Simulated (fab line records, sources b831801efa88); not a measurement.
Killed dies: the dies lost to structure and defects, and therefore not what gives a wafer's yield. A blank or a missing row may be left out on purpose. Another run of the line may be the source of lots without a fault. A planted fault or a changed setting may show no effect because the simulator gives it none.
Which of the tools did it? + flow gf180mcu + 6 lots, 17 wafers sampled, at 3 steps of a route of 602

## WHAT THE GAUGES SHOWED, per wafer
GF_V5_THK_MEAS_25: measures by xrf.
| lot  | measured     | on            | V5_W_THK (nm) |
|------|--------------|---------------|---------------|
| L992 | day 28 06:22 | film metro-02 | 354 346 349   |
| L994 | day 28 16:20 | film metro-01 | 341 333 341   |
| L997 | day 29 20:40 | film metro-02 | 345 344       |
| L103 | day 31 04:18 | film metro-02 | 349 350 348   |
| L107 | day 32 06:22 | film metro-01 | 343 342 340   |
| L112 | day 33 14:16 | film metro-01 | 344 343 333   |

## TOOL THAT RAN EACH LOT (tool first, then ch and the chambers of the sampled wafers, then the start)
| lot  | GF_MIM_SPUTTER_04            | GF_V5_CVD_00                     |
|------|------------------------------|----------------------------------|
| L992 | pvd sputter-03, day 25 13:29 | hdpcvd-01 ch 0,1,2, day 27 08:18 |
| L994 | pvd sputter-03, day 26 00:13 | hdpcvd-01 ch 0,1, day 27 18:09   |
| L997 | pvd sputter-01, day 27 06:00 | hdpcvd-02 ch 0,1, day 28 23:46   |
| L103 | pvd sputter-04, day 28 17:02 | hdpcvd-01 ch 0,1, day 30 08:26   |
| L107 | pvd sputter-03, day 29 20:40 | hdpcvd-02 ch 1,2, day 31 11:07   |
| L112 | pvd sputter-01, day 31 07:56 | hdpcvd-02 ch 0,1, day 32 20:01   |
- GF_MIM_SPUTTER_04: material TiN, target thk 50 nm, time 41.7 s.
- GF_V5_CVD_00: deposits SiO2, target thk 300 nm, time 50 s.

## THE ANSWER, worked out from the rows above alone
Rule: what is usual is taken from the lots themselves. The widest of any qualifying gaps counts: lots, ordered by their means at a reading, are off when they make up no more than a third of the lots, leave a main group of 4 or more, and stand apart from it by 3 or more times the standard deviation of that group's means. Not used: any main group whose means are identical at the precision the tables above print for the reading. Also off: a lot with no number at a reading for which 4 or more lots have one. Any other lot the step has rows for is counted as sound.
Nothing can be told from this: no lot is off at any reading shown.

## WHAT HAD BEEN PUT IN BY THE SIMULATOR
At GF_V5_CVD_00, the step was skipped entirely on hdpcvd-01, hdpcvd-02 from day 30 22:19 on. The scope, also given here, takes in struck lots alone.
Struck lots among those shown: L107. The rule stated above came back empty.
